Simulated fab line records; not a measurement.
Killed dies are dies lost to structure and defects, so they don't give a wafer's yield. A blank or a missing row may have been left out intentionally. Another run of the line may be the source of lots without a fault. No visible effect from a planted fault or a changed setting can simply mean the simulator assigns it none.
Which tool is to blame?    flow sky130    6 lots with 18 wafers sampled at 5 steps, on a route of 708 steps

== WHAT THE GAUGES READ, wafer by wafer ==
SKY_LDD_N_OVL_MEAS_07.
lot   measured      on          LDD_N_OVL (nm)
L727  day 18 01:34  overlay-01  -1.3 0.7 -2.2
L729  day 19 12:31  overlay-01  1.5 -0.3 -1.3
L732  day 19 23:20  overlay-01  -2.2 -3.4 -2.2
L736  day 22 01:43  overlay-02  -2.5 -0.9 0.2
L739  day 23 06:34  overlay-02  -0.2 -3.2 -1.3
L748  day 25 23:01  overlay-01  -1.5 -1.9 -1.0

== WHAT TOOL EACH LOT RAN ON (gives the tool, then ch and the chambers of the sampled wafers, and finally the start) ==
lot   SKY_VT_ADJUST_HVTR_STRIP_10           SKY_GATE_OXIDE_STRIP_13               SKY_POLY_GATE_ETCH_17             SKY_POLY_GATE_STRIP_18
L727  plasma_asher-02 ch 0,1, day 9 18:42   plasma_asher-03 ch 0,1, day 14 04:10  rie_si-02 ch 1,2,3, day 16 16:18  plasma_asher-03 ch 0,1, day 16 16:22
L729  plasma_asher-04 ch 0, day 10 15:46    plasma_asher-03 ch 0,1, day 15 06:34  rie_si-02 ch 0,1,3, day 17 23:15  plasma_asher-01 ch 0, day 17 23:19
L732  plasma_asher-01 ch 0,1, day 11 07:23  plasma_asher-04 ch 0,1, day 15 22:34  rie_si-01 ch 0,1, day 18 14:14    plasma_asher-01 ch 0,1, day 18 14:19
L736  plasma_asher-04 ch 0,1, day 12 15:35  plasma_asher-03 ch 0,1, day 17 16:22  rie_si-02 ch 0,2,3, day 20 16:48  plasma_asher-02 ch 0,1, day 20 16:52
L739  plasma_asher-01 ch 1, day 13 16:14    plasma_asher-02 ch 0, day 19 02:31    rie_si-01 ch 0,1,3, day 21 22:47  plasma_asher-03 ch 0, day 21 22:50
L748  plasma_asher-04 ch 0,1, day 16 09:44  plasma_asher-02 ch 0,1, day 21 21:02  rie_si-01 ch 0,3, day 24 15:26    plasma_asher-03 ch 0,1, day 24 15:29
- SKY_VT_ADJUST_HVTR_STRIP_10: strips in O2/N2.
- SKY_GATE_OXIDE_STRIP_13: strips in O2/N2.
- SKY_POLY_GATE_ETCH_17: etches poly-Si in HBr/Cl2, stops on SiO2, target depth 180 nm, time 70.5 s.
- SKY_POLY_GATE_STRIP_18: strips in O2/N2.

== THE ANSWER, worked out from the rows above alone ==
Rule: what is usual is taken from the lots themselves. The widest of any qualifying gaps counts: lots, ordered by their means at a reading, are off when they make up no more than a third of the lots, leave a main group of 4 or more, and stand apart from it by 3 or more times the standard deviation of that group's means. If all means in a main group match to the digits the tables above print for the reading, that group is not used. A lot without any number at a reading at which 4 lots or more have one is off too. The other lots that the step has rows for count as sound.
Across all readings shown, no lot is off: no conclusion can be drawn from this.

== WHAT THE SIMULATOR PUT IN ==
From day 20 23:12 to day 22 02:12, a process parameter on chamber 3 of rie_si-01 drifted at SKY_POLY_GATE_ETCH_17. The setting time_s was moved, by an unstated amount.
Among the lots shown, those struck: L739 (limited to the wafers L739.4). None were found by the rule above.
